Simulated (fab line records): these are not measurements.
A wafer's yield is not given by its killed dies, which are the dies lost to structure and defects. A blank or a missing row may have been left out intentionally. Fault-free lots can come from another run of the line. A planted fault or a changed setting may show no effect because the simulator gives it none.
Comparing a struck lot with a sound one :: flow sky130 :: 17 steps out of a route of 708
Sound: these wafers, L455.1, L455.3, L455.5. Wafers struck: L471.1, L471.5, L471.6. At the end, the cause is stated.
For every step that has rows: the tool of each side, followed by ch and its chambers, followed by its first start. Under that, the readings that differ: sound wafers :: struck wafers :: difference of the means :: sigmas: that difference in standard deviations of wafers without a fault.
alike: readings whose means differ by less than 2 such deviations, and words and numbers that are the same on both sides. not compared: withheld readings, readings that some wafer has no value for, bounds like >300 that may hide the same value, and numbers for which the record gives no deviation and whose values overlap.
The two part at a step that has a row with sigmas, a row that says differs or no value, or rows on one side only. Non-overlapping numbers with no deviation appear without sigmas and do not part them. A reading that every wafer of one side lacks parts them only if that side has two wafers or more.

first, 3 steps without rows for these wafers: SKY_METAL4_CLEAN_21 (cleans in IPA, time 180 s); SKY_METAL4_CLEAN_22 (cleans in O3/DIW); SKY_VIA4_HDPCVD_00 (deposits SiO2, target thk 1750 nm, time 291.7 s).
SKY_VIA4_THK_MEAS_01:
  sound on film-metro-02, day 41 22:26; struck on film-metro-01, day 46 09:47
  alike: VIA4_HDPCVD_THK
SKY_VIA4_CMP_02: polishes SiO2.
  sound on cmp-02 ch 0,2, day 41 22:32; struck on cmp-01 ch 2,3, day 46 10:05
reading: motor-current-A (A)
sound: 12.8 14.3 14.2
struck: 11.2 11.3 11.3
difference: -2.5
sigmas: -2
  alike: head-pressure-psi
SKY_VIA4_BOW_MEAS_03:
  sound on film-metro-02, day 41 22:47; struck on film-metro-03, day 46 10:25
  alike: VIA4_BOW
then, 6 steps without rows for these wafers: SKY_VIA4_DEHYDRATE_04 (time 60 s); SKY_VIA4_HMDS_05 (prime time 60 s); SKY_VIA4_COAT_06 (resist thk 1140 nm); SKY_VIA4_SOFTBAKE_07 (time 60 s); SKY_VIA4_EXPOSE_08 (exposes mask VIM4, target cd 800 nm); SKY_VIA4_PEB_09.
SKY_VIA4_DEVELOP_10: develop time 60 s.
  sound on litho-track-02 ch 0, day 42 21:56; struck on litho-track-02 ch 0, day 47 05:56
SKY_VIA4_OVL_MEAS_11:
  sound on overlay-01, day 42 22:05; struck on overlay-01, day 47 06:05
  alike: VIA4_OVL
SKY_VIA4_ETCH_12: etches SiO2 in C4F8/O2/Ar, stops on TiN, target depth 580 nm.
  sound on rie-diel-04 ch 0,1, day 42 22:07; struck on rie-diel-02 ch 0,3, day 47 06:07
reading: model.VIA4.cd-nm (nm)
sound: 797.2 800.3 801.4
struck: 777 776.5 776.6
difference: -23
sigmas: 
  alike: bias-w, oes-product-au
SKY_VIA4_STRIP_13: strips in O2/N2.
  sound on plasma-asher-01 ch 0,1, day 42 22:11; struck on plasma-asher-04 ch 0,1, day 47 06:11
reading: drypump-motor-current-A (A)
sound: 5.0 5.9 5.0
struck: 6.2 6.2 6.1
difference: +0.9
sigmas: +2
  alike: oes-product-au, strip-time-to-endpoint-s
  not compared: rf-hours-counter-h
-- the record jumps here: 2 days lie between the struck wafers' starts before and after (it left off in module VIA4 and takes up again in module PAD_OPEN, whose first step shown is number 708 of the route) --
SKY_PAD_OPEN_PROBE_99:
  sound on prober-02, day 45 21:12; struck on prober-01, day 49 17:27
reading: killed-at-front-end
sound: 14 11 4
struck: 20 20 19
difference: +10
sigmas: +2

reading: killed-short
sound: 27 46 27
struck: 48 45 50
difference: +14
sigmas: +2

reading: model.etest.via4-chain.rc-ohm
sound: 0.7962 0.7741 0.8051
struck: 0.8478 0.842 0.83
difference: +0.0481
sigmas: 
  alike: defect-limited-yield, killed_at_M0_to_M3, killed_at_M4_up, killed-at-contacts, killed-at-other, killed-dies, killed-open, sort_bin_3_pad_short, sort_bin_5_function, sort_bin_6_memory, sort-n-pass, sort-yield-pct

== WHERE THEY PART ==
At SKY_VIA4_CMP_02 first; at SKY_PAD_OPEN_PROBE_99 last (within this record only).

WHY: whatever the simulator had introduced
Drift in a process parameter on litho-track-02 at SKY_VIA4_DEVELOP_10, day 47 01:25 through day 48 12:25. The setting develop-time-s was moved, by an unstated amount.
